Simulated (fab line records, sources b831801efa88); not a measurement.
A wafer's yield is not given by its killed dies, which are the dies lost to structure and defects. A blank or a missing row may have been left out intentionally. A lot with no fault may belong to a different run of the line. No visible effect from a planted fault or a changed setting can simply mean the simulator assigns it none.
The tool behind it: which one?    flow gf180mcu    18 wafers from 6 lots sampled at 3 of the route's 602 steps

## WHAT THE GAUGES SHOWED, per wafer
GF_HV_LDD_TW_MEAS_50.
lot   measured      on             HV_LDD_4_TW
L963  day 14 09:44  film-metro-02  557 560 561
L965  day 14 22:58  film-metro-03  571 573 570
L970  day 16 16:32  film-metro-02  522 524 524
L978  day 19 04:32  film-metro-04  568 568 565
L982  day 20 09:16  film-metro-02  555 555 554
L984  day 21 03:43  film-metro-03  571 572 572

## WHAT TOOL EACH LOT RAN ON (gives the tool, then ch and the chambers of the sampled wafers, and finally the start)
lot   GF_VT_IMPLANT_STRIP_42                GF_HV_LDD_IMPLANT_48
L963  plasma-asher-01 ch 0,1, day 8 17:20   implanter-03 ch 0, day 14 09:31
L965  plasma-asher-01 ch 0,1, day 9 06:46   implanter-02 ch 0, day 14 22:43
L970  plasma-asher-04 ch 0,1, day 10 17:57  implanter-03 ch 0, day 16 16:18
L978  plasma-asher-04 ch 0,1, day 12 22:43  implanter-01 ch 0, day 19 04:19
L982  plasma-asher-03 ch 0,1, day 14 01:25  implanter-02 ch 0, day 20 09:01
L984  plasma-asher-01 ch 0,1, day 14 15:50  implanter-02 ch 0, day 21 03:28
- GF_VT_IMPLANT_STRIP_42: strips in O2/N2.
- GF_HV_LDD_IMPLANT_48

## THE ANSWER, worked out from the rows above alone
Rule: the lots themselves supply what counts as usual. Put in order of their means at a reading, lots are off if they are a third of the lots or fewer, leave a main group of 4 or more, and stand apart from it by a gap of 3 or more times the standard deviation of the main group's means; of several such gaps the widest counts. A main group whose means are all the same, to the digits that the tables above print for the reading, isn't used. A lot without any number at a reading at which 4 lots or more have one is off too. The other lots that the step has rows for count as sound.
Off: L970, at GF_HV_LDD_TW_MEAS_50 (HV_LDD_4_TW). The main group: mean 565, standard deviation 6.7.
If a tool, at a process step before that reading, ran all the lots that are off and no sound lot after the first of them, it fits. Those tools and the gauges at GF_HV_LDD_TW_MEAS_50 are tried in the same way. One fits: GF_HV_LDD_IMPLANT_48 on implanter-03. Its last sound lot is L963 (day 14 09:31), its first lot that is off L970 (day 16 16:18): a fault that began between those two fits.

## WHAT THE SIMULATOR PUT IN
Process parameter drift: implanter-03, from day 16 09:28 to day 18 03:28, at GF_HV_LDD_IMPLANT_48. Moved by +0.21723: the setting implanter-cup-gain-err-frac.
Shown lots that were struck: L970. This agrees with what the rule above found.
